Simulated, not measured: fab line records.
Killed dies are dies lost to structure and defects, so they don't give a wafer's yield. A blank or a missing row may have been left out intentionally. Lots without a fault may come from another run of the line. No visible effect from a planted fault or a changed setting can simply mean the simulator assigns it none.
Struck lot and sound lot, side by side + flow sky130 + 43 out of 708 route steps
Sound: these wafers, L589.2, L589.3, L589.5. Struck: wafers L603.3, L603.5 (left out: L603.6, a lot-mate that was not struck); the cause follows at the end.
Each step with rows lists, per side, the tool, then ch with its chambers, then its first start. Under that, the readings that differ: sound wafers + struck wafers + difference of the means + sigmas: that difference in standard deviations of wafers without a fault.
alike: same words and numbers on both sides, and readings whose means sit less than 2 such deviations apart. not compared: any withheld reading, any reading some wafer has no value for, any bound like >300 that may hide the same value, and any number with overlapping values for which the record gives no deviation.
The two part at a step that has a row with sigmas, a row that says differs or no value, or rows on one side only. When numbers do not overlap yet have no deviation, they are printed without sigmas and do not part them. A reading that every wafer of one side lacks parts them only if that side has two wafers or more.

first, 1 step without rows for these wafers: SKY_LDD_P_IMPLANT_09.
SKY_LDD_P_STRIP_10: strips in O2/N2.
  sound on plasma asher-02 ch 0,1, day 22 14:22; struck on plasma asher-03 ch 0, day 27 15:44
| reading                      | sound             | struck      | difference | sigmas |
|------------------------------|-------------------|-------------|------------|--------|
| strip time to endpoint s (s) | 14.13 14.17 14.10 | 14.24 14.20 | +0.09      | +2     |
  alike: drypump motor current A, oes product au
  not compared: rf hours counter h
SKY_LDD_P_TW_MEAS_11:
  sound on film metro-04 at day 22 14:28; struck on film metro-03 at day 27 15:50
| reading  | sound       | struck  | difference | sigmas |
|----------|-------------|---------|------------|--------|
| LDD_P_TW | 642 647 647 | 623 620 | -24        | -3     |
then, 7 steps without rows for these wafers: SKY_LDD_HVN_DEHYDRATE_00 (time 60 s); SKY_LDD_HVN_HMDS_01 (prime time 60 s); SKY_LDD_HVN_COAT_02 (resist thk 300 nm); SKY_LDD_HVN_SOFTBAKE_03 (time 60 s); SKY_LDD_HVN_EXPOSE_04 (exposes mask HVNTM, target cd 700 nm); SKY_LDD_HVN_PEB_05; SKY_LDD_HVN_DEVELOP_06 (develop time 60 s).
SKY_LDD_HVN_OVL_MEAS_07:
  sound on overlay-01 at day 23 21:02; struck on overlay-01 at day 28 20:32
  alike: LDD_HVN_OVL
following that, these wafers have no rows for 1 step: SKY_LDD_HVN_IMPLANT_08.
SKY_LDD_HVN_STRIP_09: strips in O2/N2.
  sound on plasma asher-02 ch 0,1, day 23 21:13; struck on plasma asher-02 ch 1, day 28 20:44
| reading               | sound             | struck      | difference | sigmas |
|-----------------------|-------------------|-------------|------------|--------|
| oes product au (a.u.) | 0.407 0.417 0.407 | 0.397 0.402 | -0.011     | -2     |
  alike: drypump motor current A, strip time to endpoint s
  not compared: rf hours counter h
SKY_LDD_HVN_TW_MEAS_10:
  sound on film metro-02 at day 23 21:20; struck on film metro-02 at day 28 20:50
  alike: LDD_HVN_TW
then, 7 steps without rows for these wafers: SKY_LDD_HVP_DEHYDRATE_00 (time 60 s); SKY_LDD_HVP_HMDS_01 (prime time 60 s); SKY_LDD_HVP_COAT_02 (resist thk 300 nm); SKY_LDD_HVP_SOFTBAKE_03 (time 60 s); SKY_LDD_HVP_EXPOSE_04 (exposes mask HVPTM, target cd 700 nm); SKY_LDD_HVP_PEB_05; SKY_LDD_HVP_DEVELOP_06 (develop time 60 s).
SKY_LDD_HVP_OVL_MEAS_07:
  sound on overlay-01 at day 25 03:17; struck on overlay-01 at day 30 00:48
  alike: LDD_HVP_OVL
following that, these wafers have no rows for 1 step: SKY_LDD_HVP_IMPLANT_08.
SKY_LDD_HVP_STRIP_09: strips in O2/N2.
  sound on plasma asher-03 ch 0,1, day 25 03:28; struck on plasma asher-01 ch 0,1, day 30 01:00
  alike: drypump motor current A, oes product au, strip time to endpoint s
  not compared: rf hours counter h
SKY_LDD_HVP_TW_MEAS_10:
  sound on film metro-01 at day 25 03:35; struck on film metro-02 at day 30 01:05
| reading    | sound       | struck  | difference | sigmas |
|------------|-------------|---------|------------|--------|
| LDD_HVP_TW | 451 449 447 | 461 462 | +12        | +2     |
then, 7 steps without rows for these wafers: SKY_LDD_LDN_DEHYDRATE_00 (time 60 s); SKY_LDD_LDN_HMDS_01 (prime time 60 s); SKY_LDD_LDN_COAT_02 (resist thk 1140 nm); SKY_LDD_LDN_SOFTBAKE_03 (time 60 s); SKY_LDD_LDN_EXPOSE_04 (exposes mask LDNTM, target cd 700 nm); SKY_LDD_LDN_PEB_05; SKY_LDD_LDN_DEVELOP_06 (develop time 60 s).
SKY_LDD_LDN_OVL_MEAS_07:
  sound on overlay-02 at day 26 09:08; struck on overlay-01 at day 31 05:08
  alike: LDD_LDN_OVL
then, 4 steps without rows for these wafers: SKY_LDD_LDN_IMPLANT_08; SKY_LDD_LDN_IMPLANT_09; SKY_LDD_LDN_IMPLANT_10; SKY_LDD_LDN_IMPLANT_11.
SKY_LDD_LDN_STRIP_12: strips in O2/N2.
  sound on plasma asher-04 ch 0,1, day 26 09:46; struck on plasma asher-03 ch 0,1, day 31 05:47
| reading                      | sound             | struck      | difference | sigmas |
|------------------------------|-------------------|-------------|------------|--------|
| strip time to endpoint s (s) | 14.24 14.27 14.20 | 14.11 14.15 | -0.11      | -2     |
  alike: drypump motor current A, oes product au
  not compared: rf hours counter h
SKY_LDD_LDN_TW_MEAS_13:
  sound on film metro-03 at day 26 09:52; struck on film metro-04 at day 31 05:53
  alike: LDD_LDN_TW
then, 2 steps without rows for these wafers: SKY_LDD_LDN_CLEAN_14 (cleans in SC1/SC2, time 150 s); SKY_SPACER_CVD_00 (deposits Si3N4 from DCS/NH3, target thk 43.1 nm, time 740 s).
SKY_SPACER_THK_MEAS_01:
  sound on film metro-04 at day 26 12:25; struck on film metro-03 at day 31 07:48
  alike: SPACER_CVD_00_THK
-- the record jumps here: 20 days lie between the struck wafers' starts before and after (it left off in module SPACER and takes up again in module PAD_OPEN, whose first step shown is number 708 of the route) --
SKY_PAD_OPEN_PROBE_99:
  sound on prober-02 at day 48 08:59; struck on prober-02 at day 51 10:21
| reading             | sound    | struck                                            | difference                   | sigmas |
|---------------------|----------|---------------------------------------------------|------------------------------|--------|
| hold                | - - -    | await dispo/5.6h/release await dispo/5.6h/release | no value on the sound wafers |        |
| killed at front end | 11 20 16 | 87 71                                             | +63                          | +12    |
| killed dies         | 81 81 69 | 151 127                                           | +62                          | +6     |
  alike: killed_at_M0_to_M3, killed_at_M4_up, killed at contacts, killed at other, killed open, killed short

WHERE THEY PART
Earliest at SKY_LDD_P_STRIP_10; latest, in this record, at SKY_PAD_OPEN_PROBE_99.

WHY: what the simulator had put in
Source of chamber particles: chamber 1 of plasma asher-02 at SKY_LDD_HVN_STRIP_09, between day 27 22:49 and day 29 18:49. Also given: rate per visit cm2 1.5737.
